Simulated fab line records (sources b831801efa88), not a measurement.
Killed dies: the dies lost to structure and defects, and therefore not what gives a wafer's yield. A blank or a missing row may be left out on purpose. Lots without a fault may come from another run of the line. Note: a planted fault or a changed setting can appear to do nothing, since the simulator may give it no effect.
Code-filled problem report in 8D (eight disciplines) form    flow sky130    the parts of the form that need people (team, actions taken, sign-off) are left out

1. WHAT IS WRONG
run length s at SKY_VIA4_HDPCVD_00 reads a mean of 327.7 s on 1 wafer of 1 lot; wafers without a fault read 319.8 s with a standard deviation of 0.65. Measured from the usual mean, that is +12 standard deviations.
The step: deposits SiO2, target thk 1750 nm, time 291.7 s.
Seen first at day 44 22:29 on hdpcvd-01, wafer L113.4. The record holds 14 wafers of 5 lots with a number at this step. By rule, "out" or "out of limits" means more than 4 standard deviations away from the usual mean. The other wafers with a number count as sound.

2. WHAT IT IS; WHAT IT IS NOT
question                     is                 is not
which readings at this step  run length s       -
which lots                   L113               L105, L109, L122, L125
which wafers of those lots   L113.4             L113.2
read on which tools          hdpcvd-01          hdpcvd-02
when                         from day 44 22:29  up to then (7 sound wafers); but 6 sound wafers of L122, L125 came after

3. SUSPECTS, AND WHAT RULES EACH OUT
Counting: if a tool at a process step up to the reading ran every lot that is out, it stays a suspect. Sound lots after the first of them don't rule it out here, since some wafers of a struck lot are sound.
- rie metal-02 at SKY_METAL4_DESCUM_15 (chemistry O2, time 8 s): kept. It ran the lot that is out, L113 (day 44 21:32).
- rie metal-02 at SKY_METAL4_ETCH_16 (etches BARC in N2/H2, stops on SiO2, time 88.2 s, target depth 60 nm): kept. It ran the lot that is out, L113 (day 44 21:34).
- rie diel-01 at SKY_METAL4_ETCH_17 (etches SiO2 in C4F8/O2/Ar, stops on TiN, time 3.9 s, target depth 15 nm): kept. The lot that is out, L113, ran on it at day 44 21:40; the last sound lot it ran before that was L109, at day 43 23:46.
- plasma asher-01 at SKY_METAL4_STRIP_19 (strips in O2/N2): kept. The lot that is out, L113, ran on it at day 44 21:52; the last sound lot it ran before that was L109, at day 43 23:59.
- hdpcvd-01 at SKY_VIA4_HDPCVD_00 (deposits SiO2, target thk 1750 nm, time 291.7 s): kept. The lot that is out, L113, ran on it at day 44 22:29; the last sound lot it ran before that was L105, at day 43 03:33. On those wafers its own readings are out: run length s.
- Within rie diel-01 at SKY_METAL4_ETCH_17: the wafers that are out ran in chamber 1; their sound lot-mates ran in chamber 0.
- Within hdpcvd-01 at SKY_VIA4_HDPCVD_00: the wafers that are out ran in chamber 1; their sound lot-mates ran in chamber 2.
Left after counting: rie metal-02 at SKY_METAL4_DESCUM_15, rie metal-02 at SKY_METAL4_ETCH_16, rie diel-01 at SKY_METAL4_ETCH_17, plasma asher-01 at SKY_METAL4_STRIP_19, hdpcvd-01 at SKY_VIA4_HDPCVD_00.

4. THE CAUSE (what the simulator had put in)
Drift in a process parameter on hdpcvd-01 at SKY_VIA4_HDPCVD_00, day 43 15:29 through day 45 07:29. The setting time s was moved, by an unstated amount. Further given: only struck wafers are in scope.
This tool is one of the 5 suspects left after counting.

5. THE CHAIN OF EFFECTS, in route order
Rows list readings where the struck wafers' mean (over those with a number) sits beyond 3 standard deviations from the usual. Scope: only readings with a usual standard deviation given in the record; hours: median across lots of the time from each lot's start at the first step in this table that gives one to its start at this step; sigmas: change in usual standard deviations.
hours  step                  reading          usual    on struck wafers  change  sigmas
0      SKY_VIA4_HDPCVD_00    run length s     319.8 s  327.7             +7.9    +12
0      SKY_VIA4_THK_MEAS_01  VIA4_HDPCVD_THK  1757 nm  1821              +64     +3.6
It contains these process steps:
- SKY_VIA4_HDPCVD_00: deposits SiO2, target thk 1750 nm, time 291.7 s.

6. HOW IT WOULD HAVE BEEN CAUGHT EARLIER
In this record the first reading out of limits was taken at day 44 22:29, 31 hours after the fault began at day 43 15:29.
